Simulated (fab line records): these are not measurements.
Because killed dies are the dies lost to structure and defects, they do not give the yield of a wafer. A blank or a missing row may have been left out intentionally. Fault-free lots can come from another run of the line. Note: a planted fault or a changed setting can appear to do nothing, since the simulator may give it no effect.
8D (eight disciplines) problem report, filled in by code :: flow sky130 :: the parts of the form that need people (team, actions taken, sign-off) are left out

1. PROBLEM STATEMENT
cd-nm at SKY_VIA3_CD_MEAS_12 reads a mean of 155.4 nm on 2 wafers of 1 lot; wafers without a fault read 200.7 nm with a standard deviation of 1.5. That is -30 standard deviations from the usual mean.
The step: target cd 200 nm.
First observed at day 42 16:50: wafer L440.3, on cd-sem-02. The record has a number at this step for 38 wafers belonging to 13 lots. By rule, "out" or "out of limits" means more than 4 standard deviations away from the usual mean. The other wafers with a number count as sound.

2. WHAT IT IS; WHAT IT IS NOT
question: which readings at this step
is: cd-nm
is not: -

question: which lots
is: L440
is not: L431, L432, L433, L435, L436, L438, L447, L448, L449, L452, L453, L454

question: which wafers of those lots
is: all that have a number
is not: -

question: read on which gauges
is: cd-sem-02
is not: cd-sem-01

question: when
is: from day 42 16:50
is not: up to then (18 sound wafers); but 18 sound wafers of L447, L448, L449, L452, L453, L454 came after

3. SUSPECTS, AND WHAT RULES EACH OUT
Counting: a tool at any process step up to the reading remains a suspect when it ran all the lots that are out and ran no sound lot after the first of those.
- the gauge at SKY_VIA3_CD_MEAS_12 is ruled out. All the wafers that are out were read on cd-sem-02, but those of them that SKY_PAD_OPEN_PROBE_99 has rows for are out there too, on other tools.
- krf-scanner-01 at SKY_VIA3_EXPOSE_09 (exposes mask VIM3, target cd 200 nm): ruled out as a lasting fault. Sound lots L448, L452, L453 ran on it after its first lot that is out, L440 (day 42 05:31).
Left after counting: nothing in the record.

4. THE CAUSE (what the simulator had put in)
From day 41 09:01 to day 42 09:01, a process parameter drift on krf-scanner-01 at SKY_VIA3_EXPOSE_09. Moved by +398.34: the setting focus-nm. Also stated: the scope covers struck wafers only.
The count ruled it out by mistake, since the rule takes a fault to strike every lot its tool runs from the start of the fault on, and this one did not do so.

5. THE CHAIN OF EFFECTS, in route order
Each row: a reading whose mean over the struck wafers that have a number lies more than 3 standard deviations from the usual. Scope: only readings with a usual standard deviation given in the record; hours: median across lots of the time from each lot's start at the first step in this table that gives one to its start at this step; sigmas: change in usual standard deviations.
hours: 0
step: SKY_VIA3_CD_MEAS_12
reading: cd-nm
usual: 200.7 nm
on struck wafers: 155.4
change: -45.3
sigmas: -30

hours: 139
step: SKY_PAD_OPEN_PROBE_99
reading: defect-limited-yield
usual: 82.5 %
on struck wafers: 10.5
change: -72.0
sigmas: -36

hours: 139
step: SKY_PAD_OPEN_PROBE_99
reading: killed_at_M0_to_M3
usual: 44
on struck wafers: 403
change: +359
sigmas: +51

hours: 139
step: SKY_PAD_OPEN_PROBE_99
reading: killed-dies
usual: 86
on struck wafers: 440
change: +354
sigmas: +37

hours: 139
step: SKY_PAD_OPEN_PROBE_99
reading: killed-on-rim
usual: 17
on struck wafers: 95
change: +78
sigmas: +19

hours: 139
step: SKY_PAD_OPEN_PROBE_99
reading: sort_bin_5_function
usual: 10.3 %
on struck wafers: 82.7
change: +72.4
sigmas: +45

hours: 139
step: SKY_PAD_OPEN_PROBE_99
reading: sort-n-pass
usual: 406
on struck wafers: 52
change: -354
sigmas: -37

hours: 139
step: SKY_PAD_OPEN_PROBE_99
reading: sort-yield-pct
usual: 82.5 %
on struck wafers: 10.5
change: -72.0
sigmas: -36
Here are the process steps it includes:
- SKY_PAD_OPEN_PROBE_99

6. HOW IT WOULD HAVE BEEN CAUGHT EARLIER
Counted from the fault's start at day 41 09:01, it took 32 hours until the first out-of-limits reading at a measuring or inspecting step in this record, taken at day 42 16:50.
Tool readings at SKY_VIA3_EXPOSE_09 with a usual standard deviation given in the record: none out on any struck wafer, hence no alarm at a limit of 4 standard deviations on them.
